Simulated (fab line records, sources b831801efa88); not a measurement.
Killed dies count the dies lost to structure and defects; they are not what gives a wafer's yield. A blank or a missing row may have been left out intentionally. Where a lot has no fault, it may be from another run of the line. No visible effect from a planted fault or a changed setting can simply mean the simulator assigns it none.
Comparing a struck lot with a sound one / flow sfq-line / 42 steps out of a route of 325
Sound: wafers L728.2, L728.3, L728.4. Struck: wafer L736.4; the same lot's L736.5 was not struck, so it is left out; see the end for the cause.
At each step with rows: each side's tool, then ch and its chambers, then its first start. Under that, the readings that differ: sound wafers / struck wafers / difference of the means / sigmas: that difference in standard deviations of wafers without a fault.
alike: words and numbers the same on both sides, and readings whose means are apart by under 2 such deviations; not compared: readings that were withheld, readings missing a value for some wafer, numbers with overlapping values and no deviation given by the record, and bounds like >300 which may hide the same value.
A row with sigmas, a row that says differs or no value, or rows on one side alone: a step with any of these is where the two part. Numbers that have no deviation but don't overlap get no sigmas and don't part them. Lack of a reading on every wafer of one side parts them only where that side has two or more wafers.

first, 6 steps without rows for these wafers: SFQ_TRILAYER_C5_LITHO_COAT_156 (resist thk 62 nm); SFQ_TRILAYER_C5_LITHO_COAT_151 (resist thk 650 nm); SFQ_TRILAYER_C5_LITHO_SOFTBAKE_155; SFQ_TRILAYER_C5_LITHO_EXPOSE_152 (exposes mask C5, target cd 500 nm); SFQ_TRILAYER_C5_LITHO_PEB_154 (peb time 60 s); SFQ_TRILAYER_C5_LITHO_DEVELOP_153 (time 60 s).
SFQ_C5_OVL_MEAS_937:
  sound on overlay-01 at day 64 16:58; struck on overlay-01 at day 67 06:33
  alike: C5_OVL
then, 5 steps without rows for these wafers: SFQ_TRILAYER_C5_BARC_OPEN_VIA_ETCH_210 (etches BARC in O2, target depth 125 nm, time 41.7 s); SFQ_TRILAYER_C5_ETCH_VIA_ETCH_154 (etches SiO2 in CHF3, stops on Nb, target depth 84 nm); SFQ_TRILAYER_C5_STRIP_STRIP_155 (strips in O2); SFQ_TRILAYER_C5_STRIP_SOLV_CLEAN_156 (cleans in NMP, time 600 s); SFQ_TRILAYER_M6_DEP_PRE_CLEAN_158 (time 22.5 s).
SFQ_TRILAYER_M6_DEP_SPUTTER_157: material Nb, target thk 200 nm, time 133.3 s.
  sound on pvd-sputter-06 at day 64 17:55; struck on pvd-sputter-06 at day 67 07:28
reading=model.Nb_of_TRILAYER_M6_DEP_SPUTTER_157.thk-nm (nm); sound=198.1 200 198.2; struck=187.5; difference=-11.3; sigmas=
  alike: throttle-valve-pct
SFQ_M6_RS_MEAS_938: the measuring method here is four-point-probe.
  sound on film-metro-03 at day 64 18:01; struck on film-metro-03 at day 67 07:37
reading=M6_NB_RS (ohm/sq); sound=0.900 0.890 0.898; struck=0.951; difference=+0.055; sigmas=+5
then, 6 steps without rows for these wafers: SFQ_TRILAYER_M6_LITHO_COAT_164 (resist thk 62 nm); SFQ_TRILAYER_M6_LITHO_COAT_159 (resist thk 600 nm); SFQ_TRILAYER_M6_LITHO_SOFTBAKE_163; SFQ_TRILAYER_M6_LITHO_EXPOSE_160 (exposes mask M6, target cd 500 nm); SFQ_TRILAYER_M6_LITHO_PEB_162 (peb time 60 s); SFQ_TRILAYER_M6_LITHO_DEVELOP_161 (time 60 s).
-- the record jumps here: 3 days lie between the struck wafers' starts before and after --
SFQ_M6_OVL_MEAS_940:
  sound on overlay-02 at day 65 03:02; struck on overlay-02 at day 70 16:02
  alike: M6_OVL
then, 1 step without rows for these wafers: SFQ_TRILAYER_M6_BARC_OPEN_METAL_ETCH_206 (etches BARC in O2, target depth 125 nm, time 41.7 s).
SFQ_TRILAYER_M6_ETCH_METAL_ETCH_162: etches Nb in Cl2/Ar, stops on SiO2, target depth 240 nm, time 120 s.
  sound on rie-metal-03 ch 0,1, day 65 03:08; struck on rie-metal-01 ch 0, day 70 16:10
reading=oes-product-au (a.u.); sound=0.884 0.892 0.897; struck=0.862; difference=-0.029; sigmas=-4
reading=model.M6.feature-depth-nm (nm); sound=198.1 200 198.2; struck=187.5; difference=-11.3; sigmas=
reading=model.etch.depth-nm (nm); sound=198.1 200 198.2; struck=187.5; difference=-11.3; sigmas=
  alike: drypump-motor-current-A
  not compared: rf-hours-counter-h
SFQ_TRILAYER_M6_STRIP_STRIP_163: strips in O2.
  sound on rie-metal-03 ch 0,1, day 65 03:15; struck on rie-metal-01 ch 0, day 70 16:27
  alike: drypump-motor-current-A, oes-product-au
  not compared: rf-hours-counter-h
then, 1 step without rows for these wafers: SFQ_TRILAYER_M6_STRIP_SOLV_CLEAN_164 (cleans in NMP, time 600 s).
SFQ_TRILAYER_I6_DEP_PECVD_165: deposits SiO2 from SiH4/N2O, time 111.11 s, target thk 500 nm.
  sound on pecvd-02 ch 0,2, day 65 04:04; struck on pecvd-02 ch 1, day 70 17:14
  alike: heater-power-outer-w, heater-power-w, throttle-valve-pct
SFQ_TRILAYER_I6_CMP_CMP_166: polishes SiO2.
  sound on cmp-02 ch 1,2,3, day 65 04:08; struck on cmp-02 ch 0, day 70 17:16
  alike: motor-current-A, time-to-endpoint-s
SFQ_I6_BOW_MEAS_941:
  sound on film-metro-02 at day 65 07:10; struck on film-metro-03 at day 70 20:20
  alike: I6_BOW
SFQ_TRILAYER_I6_METRO_MEASURE_167:
  sound on film-metro-02 at day 65 07:28; struck on film-metro-03 at day 70 20:59
  alike: thk-nm
then, 6 steps without rows for these wafers: SFQ_TRILAYER_I6_VIA_LITHO_COAT_174 (resist thk 62 nm); SFQ_TRILAYER_I6_VIA_LITHO_COAT_169 (resist thk 650 nm); SFQ_TRILAYER_I6_VIA_LITHO_SOFTBAKE_173; SFQ_TRILAYER_I6_VIA_LITHO_EXPOSE_170 (exposes mask I6, target cd 700 nm); SFQ_TRILAYER_I6_VIA_LITHO_PEB_172 (peb time 60 s); SFQ_TRILAYER_I6_VIA_LITHO_DEVELOP_171 (time 60 s).
-- the record jumps here: 4 days lie between the struck wafers' starts before and after --
SFQ_I6_OVL_MEAS_942:
  sound on overlay-01 at day 67 19:38; struck on overlay-02 at day 74 17:41
  alike: I6_OVL
then, 1 step without rows for these wafers: SFQ_TRILAYER_I6_VIA_BARC_OPEN_VIA_ETCH_235 (etches BARC in O2, target depth 125 nm, time 41.7 s).
SFQ_TRILAYER_I6_VIA_ETCH_VIA_ETCH_172: etches SiO2 in CHF3, stops on Nb, target depth 260 nm.
  sound on rie-diel-01 ch 0,1,3, day 67 19:42; struck on rie-diel-04 ch 3, day 74 17:44
reading=oes-product-au (a.u.); sound=0.859 0.856 0.858; struck=0.845; difference=-0.013; sigmas=-3
  alike: drypump-motor-current-A
then, 3 steps without rows for these wafers: SFQ_TRILAYER_I6_VIA_STRIP_STRIP_173 (strips in O2); SFQ_TRILAYER_I6_VIA_STRIP_SOLV_CLEAN_174 (cleans in NMP, time 600 s); SFQ_TRILAYER_M7_DEP_PRE_CLEAN_176 (time 22.5 s).
-- the record jumps here: 5 days lie between the struck wafers' starts before and after --
SFQ_M8_BOW_MEAS_951:
  sound on film-metro-03 at day 69 01:45; struck on film-metro-01 at day 79 09:43
reading=model.etest.m6.ohm-um; sound=1.792 1.769 1.794; struck=1.915; difference=+0.130; sigmas=
reading=model.etest.i5.link-ohm; sound=2.289 2.268 2.285; struck=2.324; difference=+0.043; sigmas=
reading=model.etest.i6.link-ohm; sound=1.892 1.863 1.876; struck=1.921; difference=+0.044; sigmas=
reading=model.etest.m6.ohm-sq; sound=0.8981 0.8894 0.8976; struck=0.9489; difference=+0.0539; sigmas=
  alike: M8_BOW

WHERE THEY PART
Last at SFQ_TRILAYER_I6_VIA_ETCH_VIA_ETCH_172 as far as this record goes, first at SFQ_M6_RS_MEAS_938. Later steps at which nothing parts them and some readings are alike: SFQ_M8_BOW_MEAS_951.

WHY: the cause the simulator had injected
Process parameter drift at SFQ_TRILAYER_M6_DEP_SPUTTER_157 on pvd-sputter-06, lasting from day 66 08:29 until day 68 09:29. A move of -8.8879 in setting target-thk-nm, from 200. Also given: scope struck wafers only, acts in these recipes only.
